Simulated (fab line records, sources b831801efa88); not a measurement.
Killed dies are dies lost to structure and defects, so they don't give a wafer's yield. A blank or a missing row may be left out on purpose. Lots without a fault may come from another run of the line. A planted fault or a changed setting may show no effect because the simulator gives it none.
Chamber matching | flow sky130 | SKY_VIA2_CMP_02 on cmp-02: 4 sister chambers
The step polishes SiO2. 8 wafers are shown with their chamber, then 12 later ones without.

WAFERS WITH THEIR CHAMBER
wafer  | chamber | motor_current_A (A)
L087.1 | 3       | 10.6
L087.2 | 1       | 13.0
L090.1 | 0       | 10.7
L090.3 | 2       | 14.4
L090.5 | 2       | 13.9
L092.1 | 3       | 9.9
L092.3 | 1       | 13.4
L092.4 | 0       | 10.0

WAFERS WITHOUT THEIR CHAMBER
wafer  | motor_current_A (A)
L094.2 | 10.4
L094.3 | 9.7
L094.6 | 11.3
L094.1 | 12.5
L094.4 | 14.4
L094.5 | 10.1
L095.3 | 14.3
L095.4 | 9.6
L095.5 | 10.4
L096.1 | 10.4
L096.2 | 10.3
L096.5 | 10.5

WHICH CHAMBER EACH WENT THROUGH
wafer  | from the rows above     | in truth
L094.2 | can't be placed: 0 or 3 | 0
L094.3 | can't be placed: 3 or 0 | 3
L094.6 | can't be placed: 0 or 3 | 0
L094.1 | 1                       | 1
L094.4 | 2                       | 2
L094.5 | can't be placed: 3 or 0 | 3
L095.3 | 2                       | 2
L095.4 | can't be placed: 3 or 0 | 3
L095.5 | can't be placed: 0 or 3 | 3
L096.1 | can't be placed: 0 or 3 | 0
L096.2 | can't be placed: 0 or 3 | 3
L096.5 | can't be placed: 0 or 3 | 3
Placed correctly: 3 of 12. Can't be placed from these rows: 9 (the true chamber is among the candidates in 9). Placed wrongly: 0.
How it was worked out, from the rows above alone: a wafer's distance from a chamber is the root of the sum, over the readings, of the square of ((its reading less the chamber's mean) divided by the reading's scatter). The wafer belongs to the nearest chamber; if the next one is less than 2 further off, it can't be placed. A chamber's mean is the mean of its shown wafers. The scatter: the root of (the sum of the squares of (reading less its chamber's mean) over the shown wafers, divided by (wafers less chambers)).
